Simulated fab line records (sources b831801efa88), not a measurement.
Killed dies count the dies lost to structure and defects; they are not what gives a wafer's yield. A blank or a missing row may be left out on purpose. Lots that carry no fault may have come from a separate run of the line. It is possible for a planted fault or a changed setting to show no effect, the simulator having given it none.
Matching of chambers    flow sky130    SKY_VIA3_CMP_02 on cmp-02 has 4 sister chambers
The step polishes SiO2. 8 wafers are shown with their chamber, then 12 later ones without.

== EACH WAFER AND ITS CHAMBER ==
wafer   chamber  motor-current-A (A)  retaining-ring-pressure-frac
L089.1  1        11.3                 1.002
L089.3  3        12.0                 0.995
L090.4  1        11.3                 0.992
L090.5  2        14.3                 1.002
L090.6  3        11.7                 0.997
L091.2  2        13.6                 0.995
L091.3  0        12.0                 1.001
L091.6  0        12.2                 1.003

== WAFERS WITH NO CHAMBER GIVEN ==
wafer   motor-current-A (A)  retaining-ring-pressure-frac
L092.4  12.0                 1.000
L092.5  11.8                 1.001
L092.6  12.1                 1.002
L093.1  14.3                 1.003
L093.3  11.3                 0.999
L093.4  11.9                 0.990
L096.2  11.9                 1.005
L096.4  13.1                 1.002
L096.5  11.6                 1.006
L097.2  11.8                 1.007
L097.5  13.1                 0.997
L097.6  11.2                 1.001

== THE CHAMBER EACH PASSED THROUGH ==
wafer   from the rows above           in truth
L092.4  can't be placed: 0 or 3       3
L092.5  can't be placed: 0 or 3 or 1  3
L092.6  can't be placed: 0 or 3       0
L093.1  2                             2
L093.3  can't be placed: 1 or 3       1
L093.4  can't be placed: 3 or 1 or 0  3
L096.2  can't be placed: 0 or 3 or 1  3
L096.4  can't be placed: 2 or 0 or 3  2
L096.5  can't be placed: 0 or 1 or 3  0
L097.2  can't be placed: 0 or 3 or 1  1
L097.5  can't be placed: 2 or 0 or 3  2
L097.6  can't be placed: 1 or 3       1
1 of 12 placed correctly. These rows do not allow placing 11 (true chamber among the candidates in 11). Wrongly placed: 0.
How it was worked out, from the rows above alone: a wafer's distance from a chamber is the root of the sum, over the readings, of the square of ((its reading less the chamber's mean) divided by the reading's scatter). The wafer belongs to the nearest chamber; if the next one is less than 2 further off, it can't be placed. Each chamber's mean is taken over the wafers shown for it. The scatter: take each reading less its chamber's mean, square it, sum over the shown wafers, divide by the number of wafers less the number of chambers, and take the root.
